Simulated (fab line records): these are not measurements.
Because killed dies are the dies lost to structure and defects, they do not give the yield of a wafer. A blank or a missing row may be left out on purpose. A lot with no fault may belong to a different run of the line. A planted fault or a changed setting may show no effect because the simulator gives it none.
Matching of chambers | flow gf180mcu | GF_V4_CMP_04 on cmp-01: 4 sister chambers
The step polishes SiO2. 4 wafers are shown with their chamber, then 7 later ones without.

WAFERS WITH THEIR CHAMBER
wafer  | chamber | motor current A (A)
L688.1 | 0       | 11.4
L688.3 | 3       | 11.5
L690.1 | 2       | 12.1
L690.6 | 1       | 12.2

WAFERS WITH NO CHAMBER GIVEN
wafer  | motor current A (A)
L691.1 | 11.9
L691.3 | 12.0
L691.4 | 13.3
L696.2 | 12.5
L701.1 | 11.6
L701.5 | 12.7
L701.6 | 12.4

THE CHAMBER EACH PASSED THROUGH
wafer  | from the rows above               | in truth
L691.1 | can't be placed: 2 or 1 or 3 or 0 | 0
L691.3 | can't be placed: 2 or 1 or 3 or 0 | 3
L691.4 | can't be placed: 1 or 2 or 3 or 0 | 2
L696.2 | can't be placed: 1 or 2 or 3 or 0 | 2
L701.1 | can't be placed: 3 or 0 or 2 or 1 | 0
L701.5 | can't be placed: 1 or 2 or 3 or 0 | 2
L701.6 | can't be placed: 1 or 2 or 3 or 0 | 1
Placed correctly: 0 of 7. Cannot be placed on the basis of these rows: 7; the candidates contain the true chamber in 7. Wrongly placed: 0.
How it was worked out, from the rows above alone: a wafer's distance from a chamber is the root of the sum, over the readings, of the square of ((its reading less the chamber's mean) divided by the reading's scatter). The wafer belongs to the nearest chamber; if the next one is less than 2 further off, it can't be placed. Each chamber's mean is taken over the wafers shown for it. The scatter (one wafer shown for each chamber): square how far every hidden wafer sits from the nearest shown wafer, average those squares and take the square root.
